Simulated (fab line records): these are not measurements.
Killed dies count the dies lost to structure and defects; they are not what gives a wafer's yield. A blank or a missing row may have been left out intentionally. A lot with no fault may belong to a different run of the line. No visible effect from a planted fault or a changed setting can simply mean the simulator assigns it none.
Problem report, 8D (eight disciplines) form, completed by code	flow sky130	the parts of the form that need people (team, actions taken, sign-off) are left out

== 1. PROBLEM STATEMENT ==
At SKY_METAL2_ETCH_18, oes_product_au averages 0.995 a.u. over 9 wafers from 3 lots, while fault-free wafers read 0.854 a.u., standard deviation 0.0046. Relative to the usual mean, that is a shift of +31 standard deviations.
The step: etches BARC in N2/H2, stops on SiO2, time 45.9 s, target depth 60 nm.
First seen on wafer L880.3, day 38 16:06, on rie_metal-04. The record has a number at this step for 21 wafers belonging to 7 lots. By rule, "out" or "out of limits" means more than 4 standard deviations away from the usual mean. All remaining wafers that have a number are taken as sound.

== 2. WHAT IT IS, WHAT IT ISN'T ==
question	is	is not
which readings at this step	oes_product_au, run_length_s	drypump_motor_current_A
which lots	L880, L882, L883	L872, L873, L886, L892
which wafers of those lots	all that have a number	-
read on which tools	rie_metal-04	rie_metal-02, rie_metal-03
when	from day 38 16:06	up to then (6 sound wafers); but 6 sound wafers of L886, L892 came after

== 3. SUSPECTS, AND WHAT RULES EACH OUT ==
Counting: any tool at a process step up to the reading is kept as a suspect provided that every lot that is out went through it and no sound lot did after the first of them.
- rie_metal-04 at SKY_METAL2_DESCUM_17 (chemistry O2, time 8 s): kept. Every lot that is out went through it, starting with L880 (day 38 16:03), and after that it ran no sound lot; the last sound lot it ran before then is L873 (day 35 15:29).
- rie_metal-04 at SKY_METAL2_ETCH_18 (etches BARC in N2/H2, stops on SiO2, time 45.9 s, target depth 60 nm): kept. Every lot that is out went through it, starting with L880 (day 38 16:06), and after that it ran no sound lot; the last sound lot it ran before then is L873 (day 35 15:32). Its own readings are out on those wafers: oes_product_au, run_length_s.
Left after counting: rie_metal-04 at SKY_METAL2_DESCUM_17, rie_metal-04 at SKY_METAL2_ETCH_18.

== 4. THE CAUSE (what the simulator had put in) ==
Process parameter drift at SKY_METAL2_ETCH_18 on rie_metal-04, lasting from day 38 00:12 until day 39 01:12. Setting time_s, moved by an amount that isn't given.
2 suspects survive the count, and this tool is in that group.

== 5. SEQUENCE OF EFFECTS, ordered by route ==
Each row: a reading whose mean over the struck wafers that have a number lies more than 3 standard deviations from the usual. Only readings for which the record gives a usual standard deviation are gone through. hours: the time from each lot's start at the first step in this table that gives one to its start at this step, as a median over the lots. sigmas: the change in usual standard deviations.
hours	step	reading	usual	on struck wafers	change	sigmas
0	SKY_METAL2_ETCH_18	oes_product_au	0.854 a.u.	0.995	+0.141	+31
0	SKY_METAL2_ETCH_18	run_length_s	74.30 s	66.34	-7.96	-31
Process steps it contains:
- SKY_METAL2_ETCH_18: etches BARC in N2/H2, stops on SiO2, time 45.9 s, target depth 60 nm.

== 6. HOW IT WOULD HAVE BEEN CAUGHT EARLIER ==
In this record no reading fell out of limits until day 38 16:06, 16 hours after the fault had begun at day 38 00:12.
